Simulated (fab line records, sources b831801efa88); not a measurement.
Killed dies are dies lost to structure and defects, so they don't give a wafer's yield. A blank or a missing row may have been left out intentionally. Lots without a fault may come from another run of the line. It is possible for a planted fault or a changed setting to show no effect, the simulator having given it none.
The same fault as seen by 2 desks :: flow sky130 :: only its own numbers are on each desk; what lay behind them is given at the end

== AT THE METROLOGY DESK ==
What the gauges read for every lot (on any tool): the sampled wafers with a number, averaged. Any lot whose mean is over 4 standard deviations away from the usual mean is out of limits and marked OUT; that distance is given in the brackets.
Columns: A = VIA3_OVL at SKY_VIA3_OVL_MEAS_13, usual -4 nm
lot: L315
first seen here: day 39 20:47
A: -6

lot: L316
first seen here: day 40 07:43
A: -3

lot: L317
first seen here: day 40 12:16
A: 2

lot: L318
first seen here: day 41 02:08
A: -6

lot: L319
first seen here: day 41 03:52
A: -11

lot: L320
first seen here: day 41 12:35
A: 3

lot: L321
first seen here: day 41 17:35
A: -3

lot: L322
first seen here: day 42 07:38
A: -5

lot: L325
first seen here: day 42 23:11
A: -8

lot: L326
first seen here: day 43 02:32
A: -6

lot: L333
first seen here: day 46 06:23
A: 1
This desk's verdict: no lot among the 11 shows anything out of limits.

== AT THE TOOL OWNER'S DESK: pvd-sputter-01 ==
The tool's own readings at SKY_METAL4_SPUTTER_02 (material AlCu, target thk 735 nm, time 39.1 s): means of the sampled wafers that have a number, for each lot that ran on this tool. Any lot whose mean is over 4 standard deviations away from the usual mean is out of limits and marked OUT; that distance is given in the brackets.
Columns: A = throttle-valve-pct at SKY_METAL4_SPUTTER_02, usual 30.4 %
lot: L316
first seen here: day 40 09:11
A: 30.9

lot: L317
first seen here: day 40 13:42
A: 29.7

lot: L318
first seen here: day 41 03:34
A: 30.2

lot: L319
first seen here: day 41 05:19
A: 30.1

lot: L320
first seen here: day 41 14:01
A: 30.3

lot: L321
first seen here: day 41 19:01
A: 31.1

lot: L322
first seen here: day 42 09:05
A: 30.9

lot: L325
first seen here: day 43 00:39
A: 30.5

lot: L326
first seen here: day 43 03:59
A: 30.9

lot: L333
first seen here: day 46 07:58
A: 29.9
This desk's verdict: no lot among the 10 shows anything out of limits.

== PUT TOGETHER ==
Nothing out of limits was seen by the metrology desk.
Nothing out of limits was seen by the tool owner's desk.

== WHAT WAS PUT IN BY THE SIMULATOR ==
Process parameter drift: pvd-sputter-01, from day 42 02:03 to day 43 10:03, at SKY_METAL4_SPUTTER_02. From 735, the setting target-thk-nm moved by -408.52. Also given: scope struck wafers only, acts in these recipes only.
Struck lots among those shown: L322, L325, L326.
